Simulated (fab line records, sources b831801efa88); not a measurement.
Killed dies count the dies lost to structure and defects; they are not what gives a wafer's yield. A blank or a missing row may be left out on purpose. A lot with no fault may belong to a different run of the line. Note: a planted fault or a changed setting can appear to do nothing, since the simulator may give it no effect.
Which tool is to blame? + flow gf180mcu + Sampling: 6 lots, 18 wafers, 4 of 602 route steps

== WHAT EACH GAUGE READ, for each wafer ==
GF_M3_RS_MEAS_05: measurement is done with a four-point probe.
| lot  | measured     | on            | M3_ALCU_RS (ohm/sq)  |
|------|--------------|---------------|----------------------|
| L816 | day 20 13:21 | film metro-03 | 0.0698 0.0691 0.0696 |
| L820 | day 22 08:31 | film metro-01 | 0.0699 0.0677 0.0693 |
| L822 | day 23 08:30 | film metro-03 | 0.0711 0.0713 0.0695 |
| L824 | day 24 03:18 | film metro-02 | 0.0691 0.0690 0.0692 |
| L836 | day 27 17:52 | film metro-02 | 0.0947 0.0698 0.0690 |
| L837 | day 28 08:47 | film metro-01 | 0.0971 0.0703 0.0709 |

== TOOL THAT RAN EACH LOT (tool first, then ch and the chambers of the sampled wafers, then the start) ==
| lot  | GF_M2_SPUTTER_04             | GF_V2_SPUTTER_21             | GF_M3_SPUTTER_02             |
|------|------------------------------|------------------------------|------------------------------|
| L816 | pvd sputter-01, day 18 10:40 | pvd sputter-04, day 20 12:26 | pvd sputter-03, day 20 13:16 |
| L820 | pvd sputter-01, day 20 05:40 | pvd sputter-01, day 22 07:35 | pvd sputter-04, day 22 08:24 |
| L822 | pvd sputter-03, day 21 06:27 | pvd sputter-01, day 23 07:35 | pvd sputter-04, day 23 08:25 |
| L824 | pvd sputter-02, day 22 02:03 | pvd sputter-02, day 24 02:21 | pvd sputter-03, day 24 03:10 |
| L836 | pvd sputter-02, day 25 22:03 | pvd sputter-01, day 27 16:55 | pvd sputter-03, day 27 17:45 |
| L837 | pvd sputter-02, day 26 12:53 | pvd sputter-02, day 28 07:53 | pvd sputter-03, day 28 08:42 |
- GF_M2_SPUTTER_04: material TiN, target thk 50 nm, time 41.7 s.
- GF_V2_SPUTTER_21: material Ti, target thk 15 nm, time 80.02 s.
- GF_M3_SPUTTER_02: material AlCu, target thk 450 nm, time 23.9 s.

== THE ANSWER, worked out from the rows above alone ==
Rule: the lots themselves supply what counts as usual. Put in order of their means at a reading, lots are off if they are a third of the lots or fewer, leave a main group of 4 or more, and stand apart from it by a gap of 3 or more times the standard deviation of the main group's means; of several such gaps the widest counts. A main group is skipped when, at the precision printed for the reading in the tables above, its means are all equal. Also off: a lot with no number at a reading for which 4 or more lots have one. The other lots that the step has rows for count as sound.
Off: L836, L837, at GF_M3_RS_MEAS_05 (M3_ALCU_RS). The main group has a mean of 0.0696 ohm/sq with a standard deviation of 0.00066.
If a tool, at a process step before that reading, ran all the lots that are off and no sound lot after the first of them, it fits. Gauges at GF_M3_RS_MEAS_05: tried the same way as those tools. This does not decide it: 2 tools fit, namely pvd sputter-02 at GF_M2_SPUTTER_04 and pvd sputter-03 at GF_M3_SPUTTER_02.

== WHAT WAS PUT IN BY THE SIMULATOR ==
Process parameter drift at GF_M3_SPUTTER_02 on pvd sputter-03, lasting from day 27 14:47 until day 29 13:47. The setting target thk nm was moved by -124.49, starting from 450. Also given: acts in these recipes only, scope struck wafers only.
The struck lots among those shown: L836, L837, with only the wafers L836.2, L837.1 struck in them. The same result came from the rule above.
